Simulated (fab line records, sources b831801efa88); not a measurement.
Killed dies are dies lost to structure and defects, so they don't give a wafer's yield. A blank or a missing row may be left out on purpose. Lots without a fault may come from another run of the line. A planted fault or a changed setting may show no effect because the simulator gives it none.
A struck lot beside a sound one | flow sky130 | 21 steps out of a route of 708
Sound: wafers L419.1, L419.3, L419.6. Struck: wafers L411.1, L411.2, L411.5. The cause comes at the end.
At each step with rows: each side's tool, then ch and its chambers, then its first start. Under that, the readings that differ: sound wafers | struck wafers | difference of the means | sigmas: that difference in standard deviations of wafers without a fault.
alike: readings whose means differ by less than 2 such deviations, and words and numbers that are the same on both sides. not compared: withheld readings, readings that some wafer has no value for, bounds like >300 that may hide the same value, and numbers for which the record gives no deviation and whose values overlap.
The two part at a step that has a row with sigmas, a row that says differs or no value, or rows on one side only. Numbers that don't overlap but have no deviation are shown without sigmas and don't part them. A reading that every wafer of one side lacks parts them only if that side has two wafers or more.

first, 1 step without rows for these wafers: SKY_POLY_GATE_OXIDATION_20 (stabilise 600 s, purge 300 s, target thk 4 nm).
SKY_POLY_GATE_THK_MEAS_21:
  sound on film_metro-04, day 21 11:19; struck on film_metro-02, day 18 13:08
  alike: POLY_GATE_OXIDATION_THK
SKY_POLY_GATE_CD_MEAS_22:
  sound on cd_sem-02, day 21 11:22; struck on cd_sem-02, day 18 13:12
  alike: cd_nm
then, 7 steps without rows for these wafers: SKY_LDD_N_DEHYDRATE_00 (time 60 s); SKY_LDD_N_HMDS_01 (prime time 60 s); SKY_LDD_N_COAT_02 (resist thk 300 nm); SKY_LDD_N_SOFTBAKE_03 (time 60 s); SKY_LDD_N_EXPOSE_04 (exposes mask NTM, target cd 840 nm); SKY_LDD_N_PEB_05; SKY_LDD_N_DEVELOP_06 (develop time 60 s).
SKY_LDD_N_OVL_MEAS_07:
  sound on overlay-01, day 22 16:59; struck on overlay-01, day 19 20:11
  alike: LDD_N_OVL
then, 1 step without rows for these wafers: SKY_LDD_N_IMPLANT_08.
SKY_LDD_N_IMPLANT_09:
  sound on implanter-01 ch 0, day 22 17:10; struck on implanter-04, day 19 20:22
  no value came back on the struck wafers for beam_energy_keV, beam_on_s (s); on the sound wafers beam_energy_keV reads 19.991 20.009 19.991
then, 6 steps without rows for these wafers: SKY_LDD_N_IMPLANT_10; SKY_LDD_N_IMPLANT_11; SKY_LDD_N_IMPLANT_12; SKY_LDD_N_IMPLANT_13; SKY_LDD_N_IMPLANT_14; SKY_LDD_N_IMPLANT_15.
SKY_LDD_N_STRIP_16: strips in O2/N2.
  sound on plasma_asher-04 ch 0,1, day 23 12:18; struck on plasma_asher-04 ch 0,1, day 19 21:25
  reading                      | sound             | struck            | difference | sigmas
  strip_time_to_endpoint_s (s) | 4.321 4.322 4.336 | 4.117 4.156 4.136 | -0.190     | -16
  alike: drypump_motor_current_A, oes_product_au
  not compared: rf_hours_counter_h
SKY_LDD_N_TW_MEAS_17:
  sound on film_metro-02, day 23 12:24; struck on film_metro-01, day 19 21:31
  reading  | sound          | struck         | difference | sigmas
  LDD_N_TW | 2632 2609 2617 | 2505 2515 2507 | -110       | -4

WHERE THEY PART
First at SKY_LDD_N_IMPLANT_09; last, within this record, at SKY_LDD_N_TW_MEAS_17.

WHY: what the simulator had put in
Skipped step whole: implanter-04, from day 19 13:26 on, at SKY_LDD_N_IMPLANT_09. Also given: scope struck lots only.
